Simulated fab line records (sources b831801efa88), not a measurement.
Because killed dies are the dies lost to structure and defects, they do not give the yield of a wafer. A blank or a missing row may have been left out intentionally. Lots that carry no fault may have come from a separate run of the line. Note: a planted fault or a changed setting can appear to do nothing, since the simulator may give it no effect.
A single fault, viewed from 2 desks -- flow sky130 -- what lay behind the numbers comes last; until then each desk has only its own

== AT THE TOOL OWNER'S DESK: krf-scanner-01 ==
The tool's own readings at SKY_METAL2_EXPOSE_12 (exposes mask MM2, target cd 140 nm): means of the sampled wafers that have a number, for each lot that ran on this tool. The brackets show how far a lot's mean lies from the usual mean; more than 4 standard deviations puts the lot out of limits, marked OUT.
Columns: A = exposure-dose-mJ-cm2 at SKY_METAL2_EXPOSE_12, usual 28.01
lot,first seen here,A
L590,day 35 07:50,28.04
L594,day 37 03:16,28.09
L595,day 37 05:56,28.04
L599,day 38 14:40,28.04
L605,day 40 00:14,25.91 (-55) OUT
L606,day 40 04:52,25.95 (-54) OUT
Finding of this desk: L605, L606 out of limits; the first was L605 at day 40 00:14, on exposure-dose-mJ-cm2 at SKY_METAL2_EXPOSE_12. In limits: L590, L594, L595, L599.

== FROM THE METROLOGY DESK ==
What the gauges read, lot by lot, whatever tool the lot ran on: means of the sampled wafers that have a number. The brackets show how far a lot's mean lies from the usual mean; more than 4 standard deviations puts the lot out of limits, marked OUT.
Columns: A = cd-nm at SKY_METAL2_CD_MEAS_15, usual 139.4 nm
lot,first seen here,A
L588,day 34 20:43,137.6
L589,day 35 16:58,140.1
L590,day 35 21:50,141.0
L591,day 36 01:15,139.5
L593,day 36 12:47,137.4
L594,day 37 15:14,138.5
L595,day 37 18:01,139.7
L597,day 38 12:59,142.5
L599,day 39 03:32,137.7
L601,day 39 12:04,140.8
L605,day 40 12:13,155.5 (+11) OUT
L606,day 40 15:44,154.2 (+9.8) OUT
L607,day 40 19:01,138.5
L608,day 40 23:51,138.7
Finding of this desk: L605, L606 out of limits; the first was L605 at day 40 12:13, on cd-nm at SKY_METAL2_CD_MEAS_15. In limits: L588, L589, L590, L591, L593, L594, L595, L597, L599, L601, L607, L608.

== PUT TOGETHER ==
The tool owner's desk could have raised an alarm at day 40 00:14, on L605, L606.
The metrology desk could have raised an alarm at day 40 12:13, on L605, L606.
Of the lots named, all ran SKY_METAL2_EXPOSE_12 on krf-scanner-01.

== WHAT THE SIMULATOR PUT IN ==
Process parameters drifting: krf-scanner-01 at SKY_METAL2_EXPOSE_12, beginning at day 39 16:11. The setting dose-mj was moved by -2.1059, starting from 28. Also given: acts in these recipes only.
Struck lots among those shown: L605, L606.
Time in hours from fault onset to the first out-of-limits reading at each desk: tool owner's desk 8, metrology desk 20.
